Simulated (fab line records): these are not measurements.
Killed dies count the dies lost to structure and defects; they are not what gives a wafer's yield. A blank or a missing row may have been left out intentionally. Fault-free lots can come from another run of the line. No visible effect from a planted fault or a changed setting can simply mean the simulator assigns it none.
Which tool was responsible?	flow sky130	Sampling: 11 lots, 33 wafers, 6 of 708 route steps

== WHAT THE GAUGES READ, wafer by wafer ==
SKY_SPACER_THK_MEAS_01. Usual: SPACER_CVD_00_THK typically reads 43.23 nm, with standard deviation 0.29.
lot	measured	on	SPACER_CVD_00_THK (nm)	flag
L980	day 22 17:35	film_metro-03	43.44 43.47 43.33	
L981	day 23 14:24	film_metro-02	43.30 42.85 42.92	
L986	day 25 23:31	film_metro-03	43.26 43.33 43.25	
L987	day 26 00:44	film_metro-02	43.15 43.11 43.08	
L993	day 27 13:29	film_metro-02	43.82 43.25 43.47	
L996	day 27 22:31	film_metro-03	43.51 43.15 43.23	
L998	day 28 20:38	film_metro-01	43.47 43.51 43.27	
L999	day 29 17:20	film_metro-03	43.84 43.94 43.94	
L100	day 30 05:03	film_metro-02	43.20 43.45 43.53	
L102	day 30 05:04	film_metro-01	42.91 42.99 43.07	
L103	day 30 07:37	film_metro-01	43.07 43.32 42.96	

SKY_SD_N_TW_MEAS_12. Usual: SD_N_TW typically reads 3978, with standard deviation 29.
lot	measured	on	SD_N_TW	flag
L980	day 27 15:49	film_metro-01	3978 3962 3980	
L981	day 28 07:27	film_metro-04	3977 4001 3974	
L986	day 30 15:13	film_metro-03	3939 3931 3954	
L987	day 30 17:23	film_metro-04	4011 4037 4013	
L993	day 32 06:04	film_metro-04	4013 4019 4009	
L996	day 32 14:08	film_metro-01	3984 3992 3987	
L998	day 33 10:16	film_metro-03	3936 3968 3945	
L999	day 34 03:26	film_metro-03	3993 4006 3996	
L100	day 34 16:22	film_metro-01	4026 4006 4023	
L102	day 34 16:45	film_metro-04	4015 4004 3994	
L103	day 34 19:37	film_metro-04	3992 3985 3986	

SKY_LI_CONTACT_THK_MEAS_01. Usual: LI_CONTACT_HDPCVD_THK typically reads 937 nm, with standard deviation 8.2.
lot	measured	on	LI_CONTACT_HDPCVD_THK (nm)	flag
L980	day 27 16:35	film_metro-03	942 956 946	
L981	day 28 08:13	film_metro-04	940 938 941	
L986	day 30 15:59	film_metro-03	940 377 935	OFF
L987	day 30 18:09	film_metro-01	377 363 928	OFF
L993	day 32 06:55	film_metro-03	936 943 947	
L996	day 32 14:54	film_metro-04	948 936 954	
L998	day 33 11:02	film_metro-03	932 945 932	
L999	day 34 04:12	film_metro-04	955 948 940	
L100	day 34 17:08	film_metro-03	936 949 926	
L102	day 34 17:31	film_metro-04	946 924 944	
L103	day 34 20:23	film_metro-04	945 923 946	

SKY_LI_CONTACT_CD_MEAS_12: the cd target is 170 nm. Usual: cd_nm at 169.9 nm, with a standard deviation of 1.3.
lot	measured	on	cd_nm (nm)	flag
L980	day 28 20:50	cd_sem-01	169.7 170.3 168.7	
L981	day 29 11:34	cd_sem-02	171.5 170.3 171.5	
L986	day 31 19:25	cd_sem-02	169.3 168.8 169.1	
L987	day 31 21:58	cd_sem-01	168.8 169.1 170.1	
L993	day 33 10:26	cd_sem-02	167.7 166.9 168.2	
L996	day 33 18:00	cd_sem-02	170.1 170.8 168.8	
L998	day 34 13:01	cd_sem-01	171.1 170.6 172.3	
L999	day 35 07:05	cd_sem-02	171.8 170.4 170.7	
L100	day 35 19:29	cd_sem-01	168.3 169.2 168.6	
L102	day 35 19:47	cd_sem-02	168.7 171.5 170.5	
L103	day 35 22:42	cd_sem-02	170.8 171.0 169.9	

== TOOL THAT RAN EACH LOT (tool first, then ch and the chambers of the sampled wafers, then the start) ==
lot	SKY_LI_CONTACT_HDPCVD_00	SKY_LI_CONTACT_CMP_02
L980	hdpcvd-01 ch 0,1,2, day 27 16:28	cmp-01 ch 0,2,3, day 27 16:41
L981	hdpcvd-01 ch 0,1,2, day 28 08:07	cmp-01 ch 1,2,3, day 28 08:20
L986	hdpcvd-01 ch 1,2, day 30 15:53	cmp-01 ch 0,1,2, day 30 16:02
L987	hdpcvd-01 ch 0,2, day 30 18:02	cmp-01 ch 0,3, day 30 18:12
L993	hdpcvd-02 ch 0,1,2, day 32 06:47	cmp-02 ch 1,2,3, day 32 07:29
L996	hdpcvd-02 ch 0,2, day 32 14:47	cmp-01 ch 0,2, day 32 14:56
L998	hdpcvd-02 ch 0,2, day 33 10:55	cmp-02 ch 0,2,3, day 33 11:11
L999	hdpcvd-01 ch 0,2, day 34 04:05	cmp-01 ch 0,1,3, day 34 04:15
L100	hdpcvd-02 ch 0,2, day 34 17:01	cmp-02 ch 0,1, day 34 17:16
L102	hdpcvd-01 ch 1,2, day 34 17:23	cmp-01 ch 0,1, day 34 17:37
L103	hdpcvd-01 ch 0,1, day 34 20:17	cmp-01 ch 0,1,2, day 34 20:32
- SKY_LI_CONTACT_HDPCVD_00: deposits PSG, target thk 930 nm, time 155 s.
- SKY_LI_CONTACT_CMP_02: polishes PSG.

== WHAT THE TOOLS THEMSELVES READ (means of the sampled wafers that have a number; where no wafer has one, the mark that the record gives instead) ==
SKY_LI_CONTACT_CMP_02. Usual: motor_current_A 11.6 A, standard deviation 1.4; platen_rpm 60.00 rpm, standard deviation 0.043; retaining_ring_pressure_frac 0.999, standard deviation 0.0047; time_to_endpoint_s 34 s, standard deviation 3.5.
lot	tool	motor_current_A (A)	platen_rpm (rpm)	retaining_ring_pressure_frac	time_to_endpoint_s (s)	flag
L980	cmp-01	12.6	60.01	1.002	32	
L981	cmp-01	12.5	60.01	0.998	34	
L986	cmp-01	12.6	60.00	1.000	25	
L987	cmp-01	13.1	59.99	1.002	16	OFF
L993	cmp-02	10.5	60.01	0.997	32	
L996	cmp-01	13.9	60.00	1.007	32	
L998	cmp-02	11.5	59.98	1.000	34	
L999	cmp-01	12.1	60.02	0.995	36	
L100	cmp-02	10.1	60.01	1.003	36	
L102	cmp-01	12.4	59.98	1.002	37	
L103	cmp-01	12.8	60.05	0.997	34	

== THE ANSWER, worked out from the rows above alone ==
Rule: lot off if the mean of its wafers having a number is beyond 3 standard deviations from the usual mean. A lot without any number at a reading at which 4 lots or more have one is off too. All remaining lots with rows at the step are treated as sound. The gauges are gone through in route order, then the tools' own readings, and for those a lot's mean is taken as printed above. The first step at which some lot is off is used, and at that step the reading that is off furthest; a lot without a number counts as furthest.
Off: L986, L987, seen at SKY_LI_CONTACT_THK_MEAS_01 (LI_CONTACT_HDPCVD_THK).
If a tool, at a process step before that reading, ran all the lots that are off and no sound lot after the first of them, it fits. The gauges at SKY_LI_CONTACT_THK_MEAS_01 are tried like those tools. Not one of the candidates tried fits.

== WHAT THE SIMULATOR PUT IN ==
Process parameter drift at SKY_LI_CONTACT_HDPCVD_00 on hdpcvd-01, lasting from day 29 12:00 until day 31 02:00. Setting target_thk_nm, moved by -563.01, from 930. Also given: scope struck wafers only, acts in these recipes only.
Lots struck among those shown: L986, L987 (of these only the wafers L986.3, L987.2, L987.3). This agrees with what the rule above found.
